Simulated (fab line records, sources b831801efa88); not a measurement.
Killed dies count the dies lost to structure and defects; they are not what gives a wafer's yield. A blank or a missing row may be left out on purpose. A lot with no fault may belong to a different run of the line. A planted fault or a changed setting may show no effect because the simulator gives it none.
fab line records :: flow sky130 :: part 2 of 2: steps 25 to 36 of 36
record
  lots=5
  wafers=15
  last-day=49
route steps=708 shown VIA3@588 METAL4@598 CAP2M@603
lots untouched by any fault: they come from a run of this same line in which no faults occurred
start-h: hours from the record's first day to the start of the lot's first wafer shown :: wait-h: time in hours since the lot's previous step :: " as in the row above :: L1.1+2: a single row standing in for several wafers :: - no value, or no start given :: * or withheld: withheld :: < > ~ a bound
route shown NAME@n: names a module that has steps shown in the file, with the first one's number in the route :: usual: mean/standard deviation taken from wafers without a fault :: same: alike in all rows :: chamber/n: place in a boat :: sites: the reading at each site :: _std_site: their standard deviation :: _edge_site: inner sites' mean taken away from outer sites' mean :: radius-mm: how far each site lies from the wafer's centre :: mask NAME#n: copy n :: behind: the last tool/chamber to shape the wafer :: hold: the reason the lot was held/the length of the hold in hours/how it ended :: device: names the non-switching transistor (n, p or np) :: end of line: the same wafers' tests at the end of the route :: a step given without rows: its recipe and nothing more :: killed: at the first sort, the dies lost to defects and structure; wafer yield is something else :: map: dies across one wafer; x = killed, . = not, _ = none there
set.NAME: the setting that was run; set.NAME@STEP: the one run at that earlier step :: model.NAME: the simulator's own value behind a step, which no gauge read
lots at some steps of the route; a table a step, a row a wafer
services: the hour from which a tool's chamber was out of use, counted from the record's first day as start-h (under 0 if before that day), plus the number of hours and why
## steps
# step SKY_CAP2M_EXPOSE_09
# recipe
  mask-id=CAP2M
  na=0.6
  source-shape=conventional
  sigma-outer=0.6
  polarization=unpolarized
  target-cd-nm=1000
  dose-mj=159
# usual
  exposure-dose-mJ-cm2=158.96/0.16
lot.wafer: L083.1
tool: iline-stepper-02
chamber: 0
start-h: -
wait-h: -
mask: CAP2M#0
exposure-dose-mJ-cm2: 159.07

lot.wafer: L083.3
tool: iline-stepper-02
chamber: 0
start-h: -
wait-h: -
mask: CAP2M#0
exposure-dose-mJ-cm2: 158.80

lot.wafer: L083.6
tool: iline-stepper-02
chamber: 0
start-h: -
wait-h: -
mask: CAP2M#0
exposure-dose-mJ-cm2: 158.94

lot.wafer: L087.3
tool: iline-stepper-02
chamber: 0
start-h: -
wait-h: -
mask: CAP2M#0
exposure-dose-mJ-cm2: 159.18

lot.wafer: L087.4
tool: iline-stepper-02
chamber: 0
start-h: -
wait-h: -
mask: CAP2M#0
exposure-dose-mJ-cm2: 159.15

lot.wafer: L087.5
tool: iline-stepper-02
chamber: 0
start-h: -
wait-h: -
mask: CAP2M#0
exposure-dose-mJ-cm2: 158.81

lot.wafer: L091.3
tool: iline-stepper-02
chamber: 0
start-h: -
wait-h: -
mask: CAP2M#0
exposure-dose-mJ-cm2: 158.88

lot.wafer: L091.5
tool: iline-stepper-02
chamber: 0
start-h: -
wait-h: -
mask: CAP2M#0
exposure-dose-mJ-cm2: 159.02

lot.wafer: L091.6
tool: iline-stepper-02
chamber: 0
start-h: -
wait-h: -
mask: CAP2M#0
exposure-dose-mJ-cm2: 158.83

lot.wafer: L093.1
tool: iline-stepper-01
chamber: 0
start-h: -
wait-h: -
mask: CAP2M#0
exposure-dose-mJ-cm2: 158.73

lot.wafer: L093.4
tool: iline-stepper-01
chamber: 0
start-h: -
wait-h: -
mask: CAP2M#0
exposure-dose-mJ-cm2: 158.77

lot.wafer: L093.6
tool: iline-stepper-01
chamber: 0
start-h: -
wait-h: -
mask: CAP2M#0
exposure-dose-mJ-cm2: 158.73

lot.wafer: L095.1
tool: iline-stepper-01
chamber: 0
start-h: -
wait-h: -
mask: CAP2M#0
exposure-dose-mJ-cm2: 158.77

lot.wafer: L095.4
tool: iline-stepper-01
chamber: 0
start-h: -
wait-h: -
mask: CAP2M#0
exposure-dose-mJ-cm2: 158.76

lot.wafer: L095.5
tool: iline-stepper-01
chamber: 0
start-h: -
wait-h: -
mask: CAP2M#0
exposure-dose-mJ-cm2: 158.69
# step SKY_CAP2M_PEB_10
# recipe
  temp-c=withheld
  time-s=*
  resist=NOVOLAK
lot.wafer: L083.1+3+6
tool: litho-track-02
chamber: 0
start-h: -
wait-h: -

lot.wafer: L087.3+4+5
tool: litho-track-04
chamber: 0
start-h: -
wait-h: -

lot.wafer: L091.3+5+6
tool: litho-track-02
chamber: 0
start-h: -
wait-h: -

lot.wafer: L093.1+4+6
tool: litho-track-02
chamber: 0
start-h: -
wait-h: -

lot.wafer: L095.1+4+5
tool: litho-track-02
chamber: 0
start-h: -
wait-h: -
# step SKY_CAP2M_DEVELOP_11
# recipe
  resist=NOVOLAK
  developer=TMAH
  develop-time-s=60
  dev-temp-c=23
lot.wafer: L083.1+3+6
tool: litho-track-02
chamber: 0
start-h: 1027.39
wait-h: 0.1

lot.wafer: L087.3+4+5
tool: litho-track-04
chamber: 0
start-h: 1039.54
wait-h: 0.1

lot.wafer: L091.3+5+6
tool: litho-track-02
chamber: 0
start-h: 1065.84
wait-h: 0.1

lot.wafer: L093.1+4+6
tool: litho-track-02
chamber: 0
start-h: 1075.69
wait-h: 0.1

lot.wafer: L095.1+4+5
tool: litho-track-02
chamber: 0
start-h: 1085.54
wait-h: 0.1
# step SKY_CAP2M_OVL_MEAS_12
# usual
  CAP2M_OVL=0.2/1.5
lot.wafer: L083.1
tool: overlay-01
chamber: -
start-h: 1027.54
wait-h: 0.1
CAP2M_OVL[nm]: -0.2

lot.wafer: L083.3
tool: overlay-01
chamber: -
start-h: 1027.54
wait-h: 0.1
CAP2M_OVL[nm]: 1.2

lot.wafer: L083.6
tool: overlay-01
chamber: -
start-h: 1027.54
wait-h: 0.1
CAP2M_OVL[nm]: 0.1

lot.wafer: L087.3
tool: overlay-02
chamber: -
start-h: 1039.65
wait-h: 0.1
CAP2M_OVL[nm]: 4.0

lot.wafer: L087.4
tool: overlay-02
chamber: -
start-h: 1039.65
wait-h: 0.1
CAP2M_OVL[nm]: 1.0

lot.wafer: L087.5
tool: overlay-02
chamber: -
start-h: 1039.65
wait-h: 0.1
CAP2M_OVL[nm]: 2.3

lot.wafer: L091.3
tool: overlay-01
chamber: -
start-h: 1065.95
wait-h: 0.1
CAP2M_OVL[nm]: -2.0

lot.wafer: L091.5
tool: overlay-01
chamber: -
start-h: 1065.95
wait-h: 0.1
CAP2M_OVL[nm]: -1.7

lot.wafer: L091.6
tool: overlay-01
chamber: -
start-h: 1065.95
wait-h: 0.1
CAP2M_OVL[nm]: -1.5

lot.wafer: L093.1
tool: overlay-01
chamber: -
start-h: 1075.84
wait-h: 0.1
CAP2M_OVL[nm]: -1.5

lot.wafer: L093.4
tool: overlay-01
chamber: -
start-h: 1075.84
wait-h: 0.1
CAP2M_OVL[nm]: 1.9

lot.wafer: L093.6
tool: overlay-01
chamber: -
start-h: 1075.84
wait-h: 0.1
CAP2M_OVL[nm]: 1.7

lot.wafer: L095.1
tool: overlay-01
chamber: -
start-h: 1085.69
wait-h: 0.1
CAP2M_OVL[nm]: -2.6

lot.wafer: L095.4
tool: overlay-01
chamber: -
start-h: 1085.69
wait-h: 0.1
CAP2M_OVL[nm]: 0.5

lot.wafer: L095.5
tool: overlay-01
chamber: -
start-h: 1085.69
wait-h: 0.1
CAP2M_OVL[nm]: -1.3
# step SKY_CAP2M_METAL_ETCH_13
# recipe
  target-depth-nm=220
  stop-on=SiO2
  chemistry=Cl2/BCl3
  target=TiN
  pressure-mtorr=10
  icp-w=900
  bias-w=48.5
  Cl2_flow_sccm=60
  bcl3-flow-sccm=30
  time-s=62.9
# usual
  bias-w=48.51/0.15
  drypump-motor-current-A=5.7/0.53
  oes-product-au=0.942/0.0082
  throttle-valve-pct=21.901/0.0097
lot.wafer: L083.1
tool: rie-metal-01
chamber: 0
start-h: 1027.57
wait-h: 0.0
bias-w: 48.29
drypump-motor-current-A: 6.3
oes-product-au: 0.955
rf-hours-counter-h: 17
throttle-valve-pct: 21.894

lot.wafer: L083.3
tool: rie-metal-01
chamber: 0
start-h: 1027.57
wait-h: 0.0
bias-w: 48.51
drypump-motor-current-A: 6.3
oes-product-au: 0.932
rf-hours-counter-h: -
throttle-valve-pct: 21.894

lot.wafer: L083.6
tool: rie-metal-01
chamber: 0
start-h: 1027.57
wait-h: 0.0
bias-w: 48.47
drypump-motor-current-A: 6.3
oes-product-au: 0.949
rf-hours-counter-h: -
throttle-valve-pct: 21.890

lot.wafer: L087.3
tool: rie-metal-04
chamber: 1
start-h: 1039.70
wait-h: 0.0
bias-w: 48.68
drypump-motor-current-A: 5.9
oes-product-au: 0.943
rf-hours-counter-h: -
throttle-valve-pct: 21.899

lot.wafer: L087.4
tool: rie-metal-04
chamber: 0
start-h: 1039.70
wait-h: 0.0
bias-w: 48.59
drypump-motor-current-A: 4.7
oes-product-au: 0.943
rf-hours-counter-h: -
throttle-valve-pct: 21.914

lot.wafer: L087.5
tool: rie-metal-04
chamber: 1
start-h: 1039.70
wait-h: 0.0
bias-w: 48.67
drypump-motor-current-A: 5.9
oes-product-au: 0.945
rf-hours-counter-h: -
throttle-valve-pct: 21.898

lot.wafer: L091.3
tool: rie-metal-03
chamber: 0
start-h: 1066.00
wait-h: 0.0
bias-w: 48.35
drypump-motor-current-A: 5.6
oes-product-au: 0.956
rf-hours-counter-h: -
throttle-valve-pct: 21.902

lot.wafer: L091.5
tool: rie-metal-03
chamber: 1
start-h: 1066.00
wait-h: 0.0
bias-w: 48.87
drypump-motor-current-A: 6.0
oes-product-au: 0.957
rf-hours-counter-h: -
throttle-valve-pct: 21.886

lot.wafer: L091.6
tool: rie-metal-03
chamber: 0
start-h: 1066.00
wait-h: 0.0
bias-w: 48.56
drypump-motor-current-A: 5.6
oes-product-au: 0.952
rf-hours-counter-h: -
throttle-valve-pct: 21.903

lot.wafer: L093.1
tool: rie-metal-04
chamber: 0
start-h: 1075.87
wait-h: 0.0
bias-w: 48.29
drypump-motor-current-A: 4.7
oes-product-au: 0.949
rf-hours-counter-h: 22
throttle-valve-pct: 21.905

lot.wafer: L093.4
tool: rie-metal-04
chamber: 1
start-h: 1075.87
wait-h: 0.0
bias-w: 48.41
drypump-motor-current-A: 5.9
oes-product-au: 0.941
rf-hours-counter-h: -
throttle-valve-pct: 21.889

lot.wafer: L093.6
tool: rie-metal-04
chamber: 0
start-h: 1075.87
wait-h: 0.0
bias-w: 48.29
drypump-motor-current-A: 4.6
oes-product-au: 0.938
rf-hours-counter-h: -
throttle-valve-pct: 21.922

lot.wafer: L095.1
tool: rie-metal-01
chamber: 1
start-h: 1085.72
wait-h: 0.0
bias-w: 48.52
drypump-motor-current-A: 5.2
oes-product-au: 0.934
rf-hours-counter-h: 8
throttle-valve-pct: 21.898

lot.wafer: L095.4
tool: rie-metal-01
chamber: 0
start-h: 1085.72
wait-h: 0.0
bias-w: 48.59
drypump-motor-current-A: 6.3
oes-product-au: 0.941
rf-hours-counter-h: -
throttle-valve-pct: 21.907

lot.wafer: L095.5
tool: rie-metal-01
chamber: 1
start-h: 1085.72
wait-h: 0.0
bias-w: 48.68
drypump-motor-current-A: 5.2
oes-product-au: 0.930
rf-hours-counter-h: -
throttle-valve-pct: 21.902
# step SKY_CAP2M_STRIP_14
# recipe
  chemistry=O2/N2
  power-w=1400
  pressure-mtorr=1500
  platen-temp-c=withheld
  o2-flow-sccm=3000
  n2-flow-sccm=300
  overash-fraction=0.5
# usual
  drypump-motor-current-A=5.6/0.51
  n2-flow-sccm=300.0/0.85
  oes-product-au=0.709/0.0044
  strip-time-to-endpoint-s=12.65/0.056
lot.wafer: L083.1
tool: plasma-asher-02
chamber: 1
start-h: 1027.65
wait-h: 0.1
drypump-motor-current-A: 5.9
n2-flow-sccm: 299.8
oes-product-au: 0.710
rf-hours-counter-h: 121
strip-time-to-endpoint-s: 12.72

lot.wafer: L083.3
tool: plasma-asher-02
chamber: 0
start-h: 1027.65
wait-h: 0.1
drypump-motor-current-A: 5.1
n2-flow-sccm: 301.3
oes-product-au: 0.702
rf-hours-counter-h: -
strip-time-to-endpoint-s: 12.68

lot.wafer: L083.6
tool: plasma-asher-02
chamber: 1
start-h: 1027.65
wait-h: 0.1
drypump-motor-current-A: 5.9
n2-flow-sccm: 299.1
oes-product-au: 0.706
rf-hours-counter-h: -
strip-time-to-endpoint-s: 12.74

lot.wafer: L087.3
tool: plasma-asher-02
chamber: 0
start-h: 1039.78
wait-h: 0.1
drypump-motor-current-A: 5.1
n2-flow-sccm: 299.9
oes-product-au: 0.707
rf-hours-counter-h: -
strip-time-to-endpoint-s: 12.64

lot.wafer: L087.4
tool: plasma-asher-02
chamber: 1
start-h: 1039.78
wait-h: 0.1
drypump-motor-current-A: 5.9
n2-flow-sccm: 300.0
oes-product-au: 0.708
rf-hours-counter-h: -
strip-time-to-endpoint-s: 12.64

lot.wafer: L087.5
tool: plasma-asher-02
chamber: 0
start-h: 1039.78
wait-h: 0.1
drypump-motor-current-A: 5.1
n2-flow-sccm: 300.2
oes-product-au: 0.704
rf-hours-counter-h: -
strip-time-to-endpoint-s: 12.62

lot.wafer: L091.3
tool: plasma-asher-03
chamber: 1
start-h: 1066.08
wait-h: 0.1
drypump-motor-current-A: 5.5
n2-flow-sccm: 299.5
oes-product-au: 0.713
rf-hours-counter-h: -
strip-time-to-endpoint-s: 12.53

lot.wafer: L091.5
tool: plasma-asher-03
chamber: 0
start-h: 1066.08
wait-h: 0.1
drypump-motor-current-A: 5.8
n2-flow-sccm: 300.0
oes-product-au: 0.713
rf-hours-counter-h: -
strip-time-to-endpoint-s: 12.69

lot.wafer: L091.6
tool: plasma-asher-03
chamber: 1
start-h: 1066.08
wait-h: 0.1
drypump-motor-current-A: 5.5
n2-flow-sccm: 299.5
oes-product-au: 0.709
rf-hours-counter-h: -
strip-time-to-endpoint-s: 12.57

lot.wafer: L093.1
tool: plasma-asher-03
chamber: 0
start-h: 1075.95
wait-h: 0.1
drypump-motor-current-A: 5.8
n2-flow-sccm: 300.9
oes-product-au: 0.708
rf-hours-counter-h: 67
strip-time-to-endpoint-s: 12.69

lot.wafer: L093.4
tool: plasma-asher-03
chamber: 1
start-h: 1075.95
wait-h: 0.1
drypump-motor-current-A: 5.5
n2-flow-sccm: 298.8
oes-product-au: 0.708
rf-hours-counter-h: -
strip-time-to-endpoint-s: 12.70

lot.wafer: L093.6
tool: plasma-asher-03
chamber: 1
start-h: 1075.95
wait-h: 0.1
drypump-motor-current-A: 5.5
n2-flow-sccm: 300.5
oes-product-au: 0.708
rf-hours-counter-h: -
strip-time-to-endpoint-s: 12.67

lot.wafer: L095.1
tool: plasma-asher-03
chamber: 0
start-h: 1085.80
wait-h: 0.1
drypump-motor-current-A: 5.8
n2-flow-sccm: 300.0
oes-product-au: 0.703
rf-hours-counter-h: 67
strip-time-to-endpoint-s: 12.64

lot.wafer: L095.4
tool: plasma-asher-03
chamber: 0
start-h: 1085.80
wait-h: 0.1
drypump-motor-current-A: 5.8
n2-flow-sccm: 299.8
oes-product-au: 0.708
rf-hours-counter-h: -
strip-time-to-endpoint-s: 12.72

lot.wafer: L095.5
tool: plasma-asher-03
chamber: 1
start-h: 1085.80
wait-h: 0.1
drypump-motor-current-A: 5.5
n2-flow-sccm: 298.9
oes-product-au: 0.709
rf-hours-counter-h: -
strip-time-to-endpoint-s: 12.62
# step SKY_CAP2M_STRIP_15
# recipe
  chemistry=post-etch-residue-remover
  time-s=1200
  temp-c=72.5
# usual
  bath-heat-duty-pct=15.0/1.2
lot.wafer: L083.1
tool: wet-bench-01
chamber: 3
start-h: 1027.75
wait-h: 0.1
bath-heat-duty-pct: 15.0

lot.wafer: L083.3
tool: wet-bench-01
chamber: 3
start-h: 1027.75
wait-h: 0.1
bath-heat-duty-pct: 14.3

lot.wafer: L083.6
tool: wet-bench-01
chamber: 3
start-h: 1027.75
wait-h: 0.1
bath-heat-duty-pct: 15.2

lot.wafer: L087.3
tool: wet-bench-01
chamber: 2
start-h: 1039.85
wait-h: 0.0
bath-heat-duty-pct: 14.3

lot.wafer: L087.4
tool: wet-bench-01
chamber: 2
start-h: 1039.85
wait-h: 0.0
bath-heat-duty-pct: 14.2

lot.wafer: L087.5
tool: wet-bench-01
chamber: 2
start-h: 1039.85
wait-h: 0.0
bath-heat-duty-pct: 13.5

lot.wafer: L091.3
tool: wet-bench-03
chamber: 2
start-h: 1066.15
wait-h: 0.0
bath-heat-duty-pct: 15.0

lot.wafer: L091.5
tool: wet-bench-03
chamber: 2
start-h: 1066.15
wait-h: 0.0
bath-heat-duty-pct: 15.5

lot.wafer: L091.6
tool: wet-bench-03
chamber: 2
start-h: 1066.15
wait-h: 0.0
bath-heat-duty-pct: 16.2

lot.wafer: L093.1
tool: wet-bench-03
chamber: 1
start-h: 1076.05
wait-h: 0.1
bath-heat-duty-pct: 14.6

lot.wafer: L093.4
tool: wet-bench-03
chamber: 1
start-h: 1076.05
wait-h: 0.1
bath-heat-duty-pct: 15.2

lot.wafer: L093.6
tool: wet-bench-03
chamber: 1
start-h: 1076.05
wait-h: 0.1
bath-heat-duty-pct: 14.7

lot.wafer: L095.1
tool: wet-bench-02
chamber: 1
start-h: 1085.90
wait-h: 0.1
bath-heat-duty-pct: 13.1

lot.wafer: L095.4
tool: wet-bench-02
chamber: 1
start-h: 1085.90
wait-h: 0.1
bath-heat-duty-pct: 14.0

lot.wafer: L095.5
tool: wet-bench-02
chamber: 1
start-h: 1085.90
wait-h: 0.1
bath-heat-duty-pct: 14.1
# step SKY_CAP2M_CLEAN_16
# recipe
  chemistry=IPA
  time-s=180
  temp-c=25
# usual
  bath-heat-duty-pct=6.5/0.72
lot.wafer: L083.1
tool: wet-bench-03
chamber: 2
start-h: 1028.09
wait-h: 0.0
bath-heat-duty-pct: 7.0

lot.wafer: L083.3
tool: wet-bench-03
chamber: 2
start-h: 1028.09
wait-h: 0.0
bath-heat-duty-pct: 6.6

lot.wafer: L083.6
tool: wet-bench-03
chamber: 2
start-h: 1028.09
wait-h: 0.0
bath-heat-duty-pct: 5.9

lot.wafer: L087.3
tool: wet-bench-02
chamber: 0
start-h: 1040.19
wait-h: 0.0
bath-heat-duty-pct: 6.2

lot.wafer: L087.4
tool: wet-bench-02
chamber: 0
start-h: 1040.19
wait-h: 0.0
bath-heat-duty-pct: 5.8

lot.wafer: L087.5
tool: wet-bench-02
chamber: 0
start-h: 1040.19
wait-h: 0.0
bath-heat-duty-pct: 6.2

lot.wafer: L091.3
tool: wet-bench-01
chamber: 3
start-h: 1066.49
wait-h: 0.0
bath-heat-duty-pct: 6.6

lot.wafer: L091.5
tool: wet-bench-01
chamber: 3
start-h: 1066.49
wait-h: 0.0
bath-heat-duty-pct: 6.4

lot.wafer: L091.6
tool: wet-bench-01
chamber: 3
start-h: 1066.49
wait-h: 0.0
bath-heat-duty-pct: 6.4

lot.wafer: L093.1
tool: wet-bench-03
chamber: 3
start-h: 1076.39
wait-h: 0.0
bath-heat-duty-pct: 6.6

lot.wafer: L093.4
tool: wet-bench-03
chamber: 3
start-h: 1076.39
wait-h: 0.0
bath-heat-duty-pct: 6.3

lot.wafer: L093.6
tool: wet-bench-03
chamber: 3
start-h: 1076.39
wait-h: 0.0
bath-heat-duty-pct: 6.2

lot.wafer: L095.1
tool: wet-bench-01
chamber: 2
start-h: 1086.27
wait-h: 0.0
bath-heat-duty-pct: 6.0

lot.wafer: L095.4
tool: wet-bench-01
chamber: 2
start-h: 1086.27
wait-h: 0.0
bath-heat-duty-pct: 5.6

lot.wafer: L095.5
tool: wet-bench-01
chamber: 2
start-h: 1086.27
wait-h: 0.0
bath-heat-duty-pct: 6.2
# step SKY_CAP2M_CLEAN_17
# recipe
  chemistry=O3/DIW
  dry=n2-spin
lot.wafer: L083.1+3+6
tool: wet-bench-01
chamber: 0
start-h: 1028.15
wait-h: 0.0

lot.wafer: L087.3+4+5
tool: wet-bench-01
chamber: 3
start-h: 1040.25
wait-h: 0.0

lot.wafer: L091.3+5+6
tool: wet-bench-03
chamber: 3
start-h: 1066.55
wait-h: 0.0

lot.wafer: L093.1+4+6
tool: wet-bench-03
chamber: 3
start-h: 1076.45
wait-h: 0.0

lot.wafer: L095.1+4+5
tool: wet-bench-03
chamber: 3
start-h: 1086.33
wait-h: 0.0
# step SKY_METAL4_DEHYDRATE_05
# recipe
  temp-c=200
  time-s=60
lot.wafer: L083.1+3+6
tool: litho-track-04
chamber: 0
start-h: 1038.54
wait-h: 10.3

lot.wafer: L087.3+4+5
tool: litho-track-01
chamber: 0
start-h: 1050.99
wait-h: 10.6

lot.wafer: L091.3+5+6
tool: litho-track-04
chamber: 0
start-h: 1075.64
wait-h: 9.0

lot.wafer: L093.1+4+6
tool: litho-track-03
chamber: 0
start-h: 1086.43
wait-h: 9.9

lot.wafer: L095.1+4+5
tool: litho-track-03
chamber: 0
start-h: 1095.73
wait-h: 9.3
# step SKY_METAL4_HMDS_06
# recipe
  prime-time-s=60
  prime-temp-c=120
# same
  prime-time-s=60
lot.wafer: L083.1+3+6
tool: litho-track-04
chamber: 0
start-h: 1038.69
wait-h: 0.1

lot.wafer: L087.3+4+5
tool: litho-track-01
chamber: 0
start-h: 1051.14
wait-h: 0.1

lot.wafer: L091.3+5+6
tool: litho-track-04
chamber: 0
start-h: 1075.79
wait-h: 0.1

lot.wafer: L093.1+4+6
tool: litho-track-03
chamber: 0
start-h: 1086.58
wait-h: 0.1

lot.wafer: L095.1+4+5
tool: litho-track-03
chamber: 0
start-h: 1095.88
wait-h: 0.1
# step SKY_METAL4_COAT_07
# recipe
  resist=BARC
  temp-c=withheld
  time-s=withheld
  spin-rpm=3000
  resist-thk-nm=60
lot.wafer: L083.1+3+6
tool: litho-track-04
chamber: 0
start-h: 1038.84
wait-h: 0.1

lot.wafer: L087.3+4+5
tool: litho-track-01
chamber: 0
start-h: 1051.29
wait-h: 0.1

lot.wafer: L091.3+5+6
tool: litho-track-04
chamber: 0
start-h: 1075.94
wait-h: 0.1

lot.wafer: L093.1+4+6
tool: litho-track-03
chamber: 0
start-h: 1086.73
wait-h: 0.1

lot.wafer: L095.1+4+5
tool: litho-track-03
chamber: 0
start-h: 1096.03
wait-h: 0.1
## services
tool: cvd-w-01
chamber: 1
start-h: 985.76
hours: 8.8
kind: repair

tool: cmp-02
chamber: -
start-h: 989.26
hours: 4.9
kind: repair

tool: cmp-01
chamber: -
start-h: 990.66
hours: 0.4
kind: repair

tool: rie-diel-04
chamber: 1
start-h: 995.31
hours: 19.5
kind: repair

tool: rie-diel-04
chamber: 2
start-h: 995.54
hours: 33.2
kind: repair

tool: pvd-sputter-02
chamber: -
start-h: 995.68
hours: 8.0
kind: repair

tool: rie-diel-04
chamber: 0
start-h: 997.77
hours: 1.8
kind: repair

tool: pecvd-04
chamber: 1
start-h: 1008.72
hours: 2.1
kind: scheduled-down

tool: pecvd-04
chamber: 1
start-h: 1010.85
hours: -
kind: clean

tool: wet-bench-04
chamber: -
start-h: 1014.17
hours: 4.4
kind: pm

tool: cvd-w-01
chamber: -
start-h: 1017.31
hours: 12.2
kind: repair

tool: pvd-sputter-02
chamber: -
start-h: 1021.72
hours: 33.6
kind: repair

tool: rie-diel-02
chamber: -
start-h: 1021.77
hours: 14.6
kind: pm

tool: wet-bench-03
chamber: -
start-h: 1023.64
hours: 3.3
kind: repair

tool: rie-metal-03
chamber: -
start-h: 1026.89
hours: 2.8
kind: pm

tool: iline-stepper-01
chamber: -
start-h: 1027.87
hours: 3.5
kind: repair

tool: rie-diel-04
chamber: 3
start-h: 1027.92
hours: 6.6
kind: repair

tool: pvd-sputter-04
chamber: 1
start-h: 1044.05
hours: -
kind: consumable-replace:kit

tool: pvd-sputter-04
chamber: 1
start-h: 1044.05
hours: 18.0
kind: scheduled-down

tool: pvd-sputter-04
chamber: 1
start-h: 1044.05
hours: 18.0
kind: vent-cycle

tool: cvd-w-01
chamber: -
start-h: 1046.93
hours: 0.6
kind: repair

tool: plasma-asher-02
chamber: -
start-h: 1055.25
hours: 9.0
kind: pm

tool: wet-bench-01
chamber: -
start-h: 1055.56
hours: 4.4
kind: pm

tool: cmp-02
chamber: -
start-h: 1085.36
hours: 4.0
kind: pm
